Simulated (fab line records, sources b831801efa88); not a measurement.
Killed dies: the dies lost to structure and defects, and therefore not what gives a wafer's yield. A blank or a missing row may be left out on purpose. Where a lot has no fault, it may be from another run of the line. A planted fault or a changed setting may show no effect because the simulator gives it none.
Matching of chambers | flow gf180mcu | GF_V5_CMP_04 on cmp-02: 4 sister chambers
The step polishes SiO2. 7 wafers are shown with their chamber, then 8 later ones without.

## WAFERS PAIRED WITH THEIR CHAMBERS
wafer  | chamber | motor current A (A)
L880.3 | 0       | 13.5
L883.4 | 0       | 13.0
L884.4 | 1       | 9.6
L889.2 | 3       | 11.4
L889.3 | 1       | 10.4
L889.5 | 2       | 14.0
L890.1 | 2       | 14.1

## WAFERS WITHOUT THEIR CHAMBER
wafer  | motor current A (A)
L890.4 | 13.5
L890.6 | 12.7
L898.1 | 10.3
L898.3 | 12.9
L898.5 | 15.0
L902.3 | 9.9
L902.5 | 10.1
L902.6 | 14.2

## WHICH CHAMBER EACH ONE RAN IN
wafer  | from the rows above     | in truth
L890.4 | can't be placed: 0 or 2 | 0
L890.6 | can't be placed: 0 or 3 | 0
L898.1 | 1                       | 1
L898.3 | 0                       | 0
L898.5 | 2                       | 2
L902.3 | 1                       | 1
L902.5 | 1                       | 1
L902.6 | 2                       | 2
6 of 8 placed correctly. Not placeable from these rows: 2 (in 2, the candidates include the true chamber). Placed wrongly: 0.
How it was worked out, from the rows above alone: a wafer's distance from a chamber is the root of the sum, over the readings, of the square of ((its reading less the chamber's mean) divided by the reading's scatter). The wafer belongs to the nearest chamber; if the next one is less than 2 further off, it can't be placed. Each chamber's mean is taken over the wafers shown for it. The scatter: take each reading less its chamber's mean, square it, sum over the shown wafers, divide by the number of wafers less the number of chambers, and take the root.
